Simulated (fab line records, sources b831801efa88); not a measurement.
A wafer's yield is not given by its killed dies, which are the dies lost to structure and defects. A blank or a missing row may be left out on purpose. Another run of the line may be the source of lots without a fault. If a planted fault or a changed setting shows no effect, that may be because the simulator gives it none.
Problem report, 8D (eight disciplines) form, completed by code | flow gf180mcu | the parts of the form that need people (team, actions taken, sign-off) are left out

== 1. THE PROBLEM ==
Across 6 wafers from 2 lots, NSD_RS at GF_PSD_RS_MEAS_14 averages 47.54 ohm/sq, while fault-free wafers read 46.14 ohm/sq with a standard deviation of 0.072. Measured from the usual mean, that is +19 standard deviations.
The step: measures by four-point-probe.
First observed at day 20 16:34: wafer L469.1, on film-metro-02. The record holds 36 wafers of 12 lots with a number at this step. By rule, "out" or "out of limits" means more than 4 standard deviations away from the usual mean. All remaining wafers that have a number are taken as sound.

== 2. WHAT IT IS, AND WHAT IT ISN'T ==
question                    | is                           | is not
which readings at this step | NSD_RS                       | -
which lots                  | L469, L471                   | L452, L454, L456, L457, L458, L460, L462, L463, L470, L474
which wafers of those lots  | all that have a number       | -
read on which gauges        | film-metro-01, film-metro-02 | -
when                        | from day 20 16:34            | up to then (24 sound wafers); but 6 sound wafers of L470, L474 came after

== 3. SUSPECTS, AND WHAT RULES EACH OUT ==
Counting: any tool at a process step up to the reading is kept as a suspect provided that every lot that is out went through it and no sound lot did after the first of them.
- the gauge at GF_PSD_RS_MEAS_14 has been ruled out. 2 gauges (film-metro-01, film-metro-02) read the wafers that are out.
- implanter-01 at GF_NSD_IMPLANT_10: kept. It processed each lot that is out, first L469 at day 19 15:52, and no sound lot thereafter; up to then, the last sound lot it processed was L458 at day 16 02:44.
Remaining after the count: implanter-01 at GF_NSD_IMPLANT_10.

== 4. THE CAUSE (what the simulator had put in) ==
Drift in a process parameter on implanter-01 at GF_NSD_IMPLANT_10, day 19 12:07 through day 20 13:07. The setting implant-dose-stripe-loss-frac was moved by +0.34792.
Only this tool survived the counting.

== 5. THE CHAIN OF EFFECTS, in route order ==
Each row: a reading whose mean over the struck wafers that have a number lies more than 3 standard deviations from the usual. Readings are gone through only where the record gives a usual standard deviation; hours: the median, over the lots, of the time from a lot's start at the first step in this table giving one to that lot's start at this step; sigmas: the change measured in usual standard deviations.
hours | step              | reading | usual        | on struck wafers | change | sigmas
0     | GF_PSD_RS_MEAS_14 | NSD_RS  | 46.14 ohm/sq | 47.54            | +1.40  | +19

== 6. WHAT WOULD HAVE CAUGHT IT SOONER ==
Counted from the fault's start at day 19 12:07, it took 28 hours until the first out-of-limits reading at a measuring or inspecting step in this record, taken at day 20 16:34.
No tool reading at GF_NSD_IMPLANT_10 that has a usual standard deviation in the record was out on any struck wafer, so an alarm limit of 4 standard deviations on those readings would not have fired.
Lots out: 2; all had begun GF_NSD_IMPLANT_10 on implanter-01 by day 20 16:34. A hold on the tool at that time would have spared none of them.
